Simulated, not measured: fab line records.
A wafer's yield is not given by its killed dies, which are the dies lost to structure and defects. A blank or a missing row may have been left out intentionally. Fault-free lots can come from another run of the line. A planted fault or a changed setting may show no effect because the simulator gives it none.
Code-filled problem report in 8D (eight disciplines) form -- flow sky130 -- the parts of the form that need people (team, actions taken, sign-off) are left out

== 1. PROBLEM STATEMENT ==
Wafers without a fault read 14, standard deviation 4.4; killed at front end at SKY_PAD_OPEN_PROBE_99 reads a mean of 80 on 6 wafers belonging to 2 lots. Relative to the usual mean, that is a shift of +15 standard deviations.
First seen on wafer L619.3, day 50 18:45, on prober-02. Wafers with a number at this step in the record: 21, from 7 lots. The rule behind "out" and "out of limits": a value lying over 4 standard deviations away from the usual mean. All remaining wafers that have a number are taken as sound.

== 2. WHAT IT IS, AND WHAT IT ISN'T ==
question,is,is not
which readings at this step,"killed at front end, killed dies","killed_at_M0_to_M3, killed_at_M4_up, killed at contacts, killed at other, killed on rim, killed open"
which lots,"L619, L620","L598, L599, L609, L610, L611"
which wafers of those lots,all that have a number,-
read on which tools,"prober-01, prober-02",-
when,from day 50 18:45,up to then (15 sound wafers)

== 3. SUSPECTS, AND WHAT RULES EACH OUT ==
Counting: any tool at a process step up to the reading is kept as a suspect provided that every lot that is out went through it and no sound lot did after the first of them.
- lpcvd-03 at SKY_SONOS_ONO_CVD_04 (deposits SiO2 from SiH4/N2O, target thk 5.7199 nm): kept. Every lot that is out went through it, starting with L619 (day 18 16:28), and after that it ran no sound lot; the last sound lot it ran before then is L611 (day 15 17:01).
After counting, what remains is lpcvd-03 at SKY_SONOS_ONO_CVD_04.

== 4. THE CAUSE (what the simulator had put in) ==
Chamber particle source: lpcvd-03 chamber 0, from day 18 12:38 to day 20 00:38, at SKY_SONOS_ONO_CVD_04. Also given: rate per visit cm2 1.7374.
This tool alone remained once counting was done.

== 5. THE CHAIN OF EFFECTS, in route order ==
One row per reading whose mean, taken over the struck wafers that have a number, lies over 3 standard deviations from the usual. Only readings for which the record gives a usual standard deviation are gone through. hours: the time from each lot's start at the first step in this table that gives one to its start at this step, as a median over the lots. sigmas: the change in usual standard deviations.
hours,step,reading,usual,on struck wafers,change,sigmas
0,SKY_PAD_OPEN_PROBE_99,killed at front end,14,80,+66,+15
0,SKY_PAD_OPEN_PROBE_99,killed dies,87,146,+59,+6.4
Here are the process steps it includes:
- SKY_PAD_OPEN_PROBE_99

== 6. WHAT WOULD HAVE CAUGHT IT SOONER ==
In this record no reading fell out of limits until day 50 18:45, 774 hours after the fault had begun at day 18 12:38.
Tool readings at SKY_SONOS_ONO_CVD_04 with a usual standard deviation given in the record: none out on any struck wafer, hence no alarm at a limit of 4 standard deviations on them.
The start of SKY_SONOS_ONO_CVD_04 on lpcvd-03 came by day 50 18:45 for every one of the lots that are out (2). A hold on the tool at that time would have spared none of them.
